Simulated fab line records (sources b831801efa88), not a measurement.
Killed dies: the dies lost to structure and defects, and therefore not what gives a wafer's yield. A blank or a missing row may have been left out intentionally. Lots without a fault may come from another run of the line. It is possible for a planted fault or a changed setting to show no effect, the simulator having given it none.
8D (eight disciplines) problem report, filled in by code | flow sky130 | the parts of the form that need people (team, actions taken, sign-off) are left out

## 1. PROBLEM STATEMENT
Mean of plateTempC at SKY_METAL4_SOFTBAKE_09: 97.99 C across 6 wafers in 2 lots; on wafers with no fault it is 100.00 C (standard deviation 0.14). That puts it -14 standard deviations away from the usual mean.
The step: time 90 s.
Seen first at day 44 09:00 on lithoTrack-04, wafer L792.2. Wafers with a number at this step in the record: 33, from 11 lots. Rule for "out" (also "out of limits"): further than 4 standard deviations from the usual mean. The other wafers with a number count as sound.

## 2. WHAT IT IS; WHAT IT IS NOT
question                    | is                            | is not
which readings at this step | plateTempC, heaterPowerTotalW | exhaustPa
which lots                  | L792, L793                    | L783, L784, L795, L796, L797, L799, L802, L804, L805
which wafers of those lots  | all that have a number        | -
read on which tools         | lithoTrack-04                 | lithoTrack-01, lithoTrack-02
when                        | from day 44 09:00             | up to then (6 sound wafers); but 21 sound wafers of L795, L796, L797, L799, L802, L804, L805 came after

## 3. THE SUSPECTS, EACH WITH WHAT RULES IT OUT
Counting: a tool at a process step up to the reading stays a suspect if it ran every lot that is out and no sound lot after the first of them.
- rieSi-01 at SKY_FIELD_ISO_ETCH_17 (etches Si in HBr/Cl2/O2, target depth 342 nm, time 97.7 s): ruled out as a lasting fault. Following L793 (day 4 23:11), the first lot on it that is out, the sound lots L795, L796, L797, L799, L805 were run on it.
- lithoTrack-04 at SKY_METAL4_SOFTBAKE_09 (time 90 s): kept. It processed each lot that is out, first L792 at day 44 09:00, and no sound lot thereafter; up to then, the last sound lot it processed was L784 at day 40 19:00. Its own readings are out on those wafers: heaterPowerTotalW, plateTempC.
Remaining after the count: lithoTrack-04 at SKY_METAL4_SOFTBAKE_09.

## 4. THE CAUSE (what the simulator had put in)
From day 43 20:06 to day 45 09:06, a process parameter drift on lithoTrack-04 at SKY_METAL4_SOFTBAKE_09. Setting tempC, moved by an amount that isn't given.
The count eliminated every tool but this one.

## 5. THE CHAIN OF EFFECTS, in route order
Rows list readings where the struck wafers' mean (over those with a number) sits beyond 3 standard deviations from the usual. Readings are gone through only where the record gives a usual standard deviation; hours: the median, over the lots, of the time from a lot's start at the first step in this table giving one to that lot's start at this step; sigmas: the change measured in usual standard deviations.
hours | step                   | reading           | usual    | on struck wafers | change | sigmas
0     | SKY_METAL4_SOFTBAKE_09 | heaterPowerTotalW | 57.36 W  | 55.80            | -1.56  | -13
0     | SKY_METAL4_SOFTBAKE_09 | plateTempC        | 100.00 C | 97.99            | -2.01  | -14
It contains these process steps:
- SKY_METAL4_SOFTBAKE_09: time 90 s.

## 6. WHAT WOULD HAVE CAUGHT IT SOONER
In this record the first reading out of limits was taken at day 44 09:00, 13 hours after the fault began at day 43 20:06.
